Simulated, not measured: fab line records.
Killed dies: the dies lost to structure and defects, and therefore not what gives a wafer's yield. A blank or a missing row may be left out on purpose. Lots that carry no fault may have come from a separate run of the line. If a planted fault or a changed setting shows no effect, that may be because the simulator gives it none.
Which tool is to blame? + flow sky130 + Sampling: 15 lots, 45 wafers, 6 of 708 route steps

WHAT THE GAUGES SHOWED, per wafer
SKY_POLY_GATE_THK_MEAS_01. Usual: for POLY_GATE_CVD_00_THK the level is 179.2 nm and the standard deviation is 1.6.
| lot  | measured     | on            | POLY_GATE_CVD_00_THK (nm) | flag |
|------|--------------|---------------|---------------------------|------|
| L119 | day 13 22:01 | film-metro-04 | 177.5 179.9 178.5         |      |
| L120 | day 14 08:17 | film-metro-04 | 179.2 179.1 180.2         |      |
| L121 | day 14 19:52 | film-metro-02 | 181.1 180.8 180.2         |      |
| L122 | day 14 23:46 | film-metro-04 | 178.4 178.9 179.1         |      |
| L123 | day 15 05:41 | film-metro-03 | 174.8 173.5 175.5         |      |
| L124 | day 15 16:29 | film-metro-04 | 178.3 178.6 180.8         |      |
| L125 | day 16 02:10 | film-metro-02 | 178.0 177.4 176.0         |      |
| L131 | day 17 22:37 | film-metro-02 | 181.6 180.5 179.8         |      |
| L132 | day 18 07:41 | film-metro-02 | 178.5 180.1 177.6         |      |
| L133 | day 18 18:51 | film-metro-04 | 179.6 179.8 180.0         |      |
| L134 | day 19 02:22 | film-metro-04 | 178.9 178.5 178.0         |      |
| L135 | day 20 03:19 | film-metro-04 | 180.9 179.7 180.6         |      |
| L138 | day 21 03:39 | film-metro-02 | 179.5 180.0 179.8         |      |
| L140 | day 21 08:10 | film-metro-03 | 181.9 181.5 181.4         |      |
| L142 | day 22 03:50 | film-metro-04 | 178.4 178.7 178.8         |      |

SKY_LDD_N_TW_MEAS_17. Usual: for LDD_N_TW the level is 2564 and the standard deviation is 20.
| lot  | measured     | on            | LDD_N_TW       | flag |
|------|--------------|---------------|----------------|------|
| L119 | day 17 12:55 | film-metro-04 | 2543 2562 2563 |      |
| L120 | day 18 02:19 | film-metro-01 | 2563 2566 2569 |      |
| L121 | day 18 18:05 | film-metro-01 | 2560 2572 2571 |      |
| L122 | day 18 19:38 | film-metro-03 | 2561 2577 2574 |      |
| L123 | day 19 19:40 | film-metro-01 | 2443 2441 2452 | OFF  |
| L124 | day 19 20:35 | film-metro-01 | 2463 2435 2447 | OFF  |
| L125 | day 20 03:55 | film-metro-04 | 2419 2414 2409 | OFF  |
| L131 | day 22 00:07 | film-metro-03 | 2568 2547 2559 |      |
| L132 | day 22 08:19 | film-metro-04 | 2544 2550 2549 |      |
| L133 | day 22 18:25 | film-metro-01 | 2577 2586 2574 |      |
| L134 | day 23 01:53 | film-metro-03 | 2575 2569 2585 |      |
| L135 | day 24 03:16 | film-metro-04 | 2553 2548 2565 |      |
| L138 | day 25 02:14 | film-metro-04 | 2523 2543 2525 |      |
| L140 | day 25 07:59 | film-metro-04 | 2521 2539 2543 |      |
| L142 | day 26 01:28 | film-metro-01 | 2572 2571 2562 |      |

WHICH TOOL RAN EACH LOT (tool, then ch and the chambers of the sampled wafers, then the start)
| lot  | SKY_POLY_GATE_ETCH_15              | SKY_POLY_GATE_ETCH_16              | SKY_LDD_N_IMPLANT_10            | SKY_LDD_N_STRIP_16                   |
|------|------------------------------------|------------------------------------|---------------------------------|--------------------------------------|
| L119 | rie-diel-01 ch 0,1, day 16 05:55   | rie-diel-01 ch 0,1, day 16 06:00   | implanter-02 ch 0, day 17 11:55 | plasma-asher-03 ch 0,1, day 17 12:49 |
| L120 | rie-diel-03 ch 2,3, day 16 17:34   | rie-diel-03 ch 2,3, day 16 17:39   | implanter-03 ch 0, day 18 01:20 | plasma-asher-04 ch 0,1, day 18 02:13 |
| L121 | rie-diel-03 ch 0,2, day 17 06:30   | rie-diel-03 ch 0,2, day 17 06:35   | implanter-01 ch 0, day 18 17:05 | plasma-asher-02 ch 0,1, day 18 17:59 |
| L122 | rie-diel-02 ch 0,2,3, day 17 09:40 | rie-diel-02 ch 0,2,3, day 17 09:45 | implanter-01 ch 0, day 18 18:38 | plasma-asher-04 ch 0,1, day 18 19:32 |
| L123 | rie-diel-01 ch 1,2,3, day 18 09:53 | rie-diel-01 ch 1,2,3, day 18 09:58 | implanter-01, day 19 18:40      | plasma-asher-03 ch 0,1, day 19 19:34 |
| L124 | rie-diel-03 ch 1,2,3, day 18 10:13 | rie-diel-03 ch 1,2,3, day 18 10:18 | implanter-03, day 19 19:37      | plasma-asher-04 ch 0,1, day 19 20:29 |
| L125 | rie-diel-01 ch 0,3, day 18 16:07   | rie-diel-01 ch 0,3, day 18 16:12   | implanter-01, day 20 02:55      | plasma-asher-02 ch 0, day 20 03:49   |
| L131 | rie-diel-01 ch 0,1, day 20 14:15   | rie-diel-01 ch 0,1, day 20 14:20   | implanter-01 ch 0, day 21 23:07 | plasma-asher-04 ch 1, day 22 00:01   |
| L132 | rie-diel-01 ch 1,2,3, day 20 22:52 | rie-diel-01 ch 1,2,3, day 20 22:57 | implanter-03 ch 0, day 22 07:19 | plasma-asher-03 ch 0,1, day 22 08:13 |
| L133 | rie-diel-03 ch 0,1,3, day 21 08:58 | rie-diel-03 ch 0,1,3, day 21 09:03 | implanter-01 ch 0, day 22 17:28 | plasma-asher-03 ch 0,1, day 22 18:19 |
| L134 | rie-diel-02 ch 1,2, day 21 17:14   | rie-diel-02 ch 1,2, day 21 17:19   | implanter-03 ch 0, day 23 00:55 | plasma-asher-04 ch 0, day 23 01:47   |
| L135 | rie-diel-03 ch 1,2,3, day 22 17:54 | rie-diel-03 ch 1,2,3, day 22 17:59 | implanter-01 ch 0, day 24 02:17 | plasma-asher-03 ch 0,1, day 24 03:10 |
| L138 | rie-diel-01 ch 1,2,3, day 23 17:42 | rie-diel-01 ch 1,2,3, day 23 17:47 | implanter-01 ch 0, day 25 01:16 | plasma-asher-03 ch 0,1, day 25 02:09 |
| L140 | rie-diel-03 ch 0,2,3, day 23 23:03 | rie-diel-03 ch 0,2,3, day 23 23:08 | implanter-03 ch 0, day 25 06:59 | plasma-asher-03 ch 0,1, day 25 07:53 |
| L142 | rie-diel-03 ch 1,2, day 24 17:24   | rie-diel-03 ch 1,2, day 24 17:29   | implanter-02 ch 0, day 26 00:29 | plasma-asher-03 ch 0,1, day 26 01:22 |
- SKY_POLY_GATE_ETCH_15: etches BARC in N2/H2, stops on SiO2, time 118.5 s, target depth 110 nm.
- SKY_POLY_GATE_ETCH_16: etches Si3N4 in CH3F/O2, stops on poly-Si, time 147.5 s, target depth 75 nm.
- SKY_LDD_N_IMPLANT_10
- SKY_LDD_N_STRIP_16: strips in O2/N2.

AS READ BY THE TOOLS THEMSELVES (means over the sampled wafers that have a number; for cases with no such wafer, the mark the record gives instead)
SKY_POLY_GATE_ETCH_15. Usual: drypump-motor-current-A 5.8 A, standard deviation 0.5; oes-product-au 0.716 a.u., standard deviation 0.0041; throttle-valve-pct 13.212 %, standard deviation 0.009.
| lot  | tool        | drypump-motor-current-A (A) | oes-product-au (a.u.) | throttle-valve-pct (%) | flag |
|------|-------------|-----------------------------|-----------------------|------------------------|------|
| L119 | rie-diel-01 | 5.7                         | 0.720                 | 13.209                 |      |
| L120 | rie-diel-03 | 6.0                         | 0.713                 | 13.215                 |      |
| L121 | rie-diel-03 | 6.1                         | 0.718                 | 13.216                 |      |
| L122 | rie-diel-02 | 5.8                         | 0.715                 | 13.220                 |      |
| L123 | rie-diel-01 | 5.7                         | 0.715                 | 13.205                 |      |
| L124 | rie-diel-03 | 5.7                         | 0.716                 | 13.207                 |      |
| L125 | rie-diel-01 | 6.1                         | 0.717                 | 13.215                 |      |
| L131 | rie-diel-01 | 5.5                         | 0.716                 | 13.207                 |      |
| L132 | rie-diel-01 | 5.7                         | 0.720                 | 13.216                 |      |
| L133 | rie-diel-03 | 5.9                         | 0.707                 | 13.215                 |      |
| L134 | rie-diel-02 | 5.9                         | 0.717                 | 13.208                 |      |
| L135 | rie-diel-03 | 5.7                         | 0.716                 | 13.196                 |      |
| L138 | rie-diel-01 | 5.7                         | 0.712                 | 13.216                 |      |
| L140 | rie-diel-03 | 6.2                         | 0.719                 | 13.209                 |      |
| L142 | rie-diel-03 | 5.5                         | 0.716                 | 13.213                 |      |

SKY_POLY_GATE_ETCH_16. Usual: drypump-motor-current-A 5.8 A, standard deviation 0.51; oes-product-au 0.640 a.u., standard deviation 0.0052; throttle-valve-pct 10.534 %, standard deviation 0.0081.
| lot  | tool        | drypump-motor-current-A (A) | oes-product-au (a.u.) | throttle-valve-pct (%) | flag |
|------|-------------|-----------------------------|-----------------------|------------------------|------|
| L119 | rie-diel-01 | 5.7                         | 0.636                 | 10.530                 |      |
| L120 | rie-diel-03 | 6.1                         | 0.636                 | 10.536                 |      |
| L121 | rie-diel-03 | 6.1                         | 0.643                 | 10.538                 |      |
| L122 | rie-diel-02 | 5.8                         | 0.641                 | 10.532                 |      |
| L123 | rie-diel-01 | 5.8                         | 0.644                 | 10.531                 |      |
| L124 | rie-diel-03 | 5.7                         | 0.640                 | 10.531                 |      |
| L125 | rie-diel-01 | 6.1                         | 0.637                 | 10.533                 |      |
| L131 | rie-diel-01 | 5.5                         | 0.640                 | 10.536                 |      |
| L132 | rie-diel-01 | 5.7                         | 0.643                 | 10.533                 |      |
| L133 | rie-diel-03 | 5.9                         | 0.645                 | 10.542                 |      |
| L134 | rie-diel-02 | 5.9                         | 0.642                 | 10.540                 |      |
| L135 | rie-diel-03 | 5.8                         | 0.641                 | 10.540                 |      |
| L138 | rie-diel-01 | 5.7                         | 0.640                 | 10.530                 |      |
| L140 | rie-diel-03 | 6.2                         | 0.636                 | 10.535                 |      |
| L142 | rie-diel-03 | 5.5                         | 0.643                 | 10.518                 |      |

SKY_LDD_N_IMPLANT_10. Usual: beam-energy-keV 20.000, standard deviation 0.0064; beam-on-s 9.99 s, standard deviation 0.19; end-station-pressure-torr 5.34e-06 Torr, standard deviation 2.7e-07.
| lot  | tool         | beam-energy-keV | beam-on-s (s) | end-station-pressure-torr (Torr) | flag |
|------|--------------|-----------------|---------------|----------------------------------|------|
| L119 | implanter-02 | 20.004          | 10.00         | 5.21e-06                         |      |
| L120 | implanter-03 | 19.997          | 10.09         | 5.34e-06                         |      |
| L121 | implanter-01 | 20.000          | 9.94          | 5.16e-06                         |      |
| L122 | implanter-01 | 20.006          | 9.76          | 5.36e-06                         |      |
| L123 | implanter-01 | -               | -             | -                                | OFF  |
| L124 | implanter-03 | -               | -             | -                                | OFF  |
| L125 | implanter-01 | -               | -             | -                                | OFF  |
| L131 | implanter-01 | 20.010          | 9.86          | 5.46e-06                         |      |
| L132 | implanter-03 | 20.008          | 10.11         | 5.37e-06                         |      |
| L133 | implanter-01 | 19.992          | 10.03         | 5.22e-06                         |      |
| L134 | implanter-03 | 20.000          | 10.03         | 5.09e-06                         |      |
| L135 | implanter-01 | 20.002          | 10.10         | 5.53e-06                         |      |
| L138 | implanter-01 | 19.998          | 9.91          | 5.40e-06                         |      |
| L140 | implanter-03 | 20.001          | 10.15         | 5.65e-06                         |      |
| L142 | implanter-02 | 19.997          | 10.09         | 5.35e-06                         |      |

SKY_LDD_N_STRIP_16. Usual: drypump-motor-current-A 5.7 A, standard deviation 0.31; oes-product-au 0.406 a.u., standard deviation 0.0048; strip-time-to-endpoint-s 4.314 s, standard deviation 0.017.
| lot  | tool            | drypump-motor-current-A (A) | oes-product-au (a.u.) | strip-time-to-endpoint-s (s) | flag |
|------|-----------------|-----------------------------|-----------------------|------------------------------|------|
| L119 | plasma-asher-03 | 5.4                         | 0.406                 | 4.320                        |      |
| L120 | plasma-asher-04 | 6.0                         | 0.406                 | 4.321                        |      |
| L121 | plasma-asher-02 | 5.5                         | 0.403                 | 4.300                        |      |
| L122 | plasma-asher-04 | 6.0                         | 0.406                 | 4.316                        |      |
| L123 | plasma-asher-03 | 5.4                         | 0.405                 | 4.113                        | OFF  |
| L124 | plasma-asher-04 | 5.9                         | 0.410                 | 4.130                        | OFF  |
| L125 | plasma-asher-02 | 5.4                         | 0.404                 | 4.119                        | OFF  |
| L131 | plasma-asher-04 | 5.7                         | 0.405                 | 4.317                        |      |
| L132 | plasma-asher-03 | 5.4                         | 0.401                 | 4.325                        |      |
| L133 | plasma-asher-03 | 5.7                         | 0.405                 | 4.335                        |      |
| L134 | plasma-asher-04 | 6.1                         | 0.407                 | 4.348                        |      |
| L135 | plasma-asher-03 | 5.4                         | 0.403                 | 4.306                        |      |
| L138 | plasma-asher-03 | 5.4                         | 0.401                 | 4.321                        |      |
| L140 | plasma-asher-03 | 5.4                         | 0.407                 | 4.330                        |      |
| L142 | plasma-asher-03 | 5.7                         | 0.407                 | 4.319                        |      |

THE ANSWER, worked out from the rows above alone
Rule: a lot counts as off when the mean over its wafers that have a number is more than 3 standard deviations away from the usual mean. Also off: a lot with no number at a reading for which 4 or more lots have one. The other lots that the step has rows for count as sound. After the gauges, taken in route order, come the tools' own readings; for these a lot's mean is taken, as printed above. The first step at which some lot is off is used, and at that step the reading that is off furthest; a lot without a number counts as furthest.
Off: L123, L124, L125, at SKY_LDD_N_TW_MEAS_17 (LDD_N_TW).
If a tool, at a process step before that reading, ran all the lots that are off and no sound lot after the first of them, it fits. Not tried: the gauges at SKY_LDD_N_TW_MEAS_17; whatever is off there is also off at SKY_LDD_N_IMPLANT_10, on other tools, and gauge error can't account for it. Not one of the candidates tried fits.

WHAT THE SIMULATOR HAD PUT IN
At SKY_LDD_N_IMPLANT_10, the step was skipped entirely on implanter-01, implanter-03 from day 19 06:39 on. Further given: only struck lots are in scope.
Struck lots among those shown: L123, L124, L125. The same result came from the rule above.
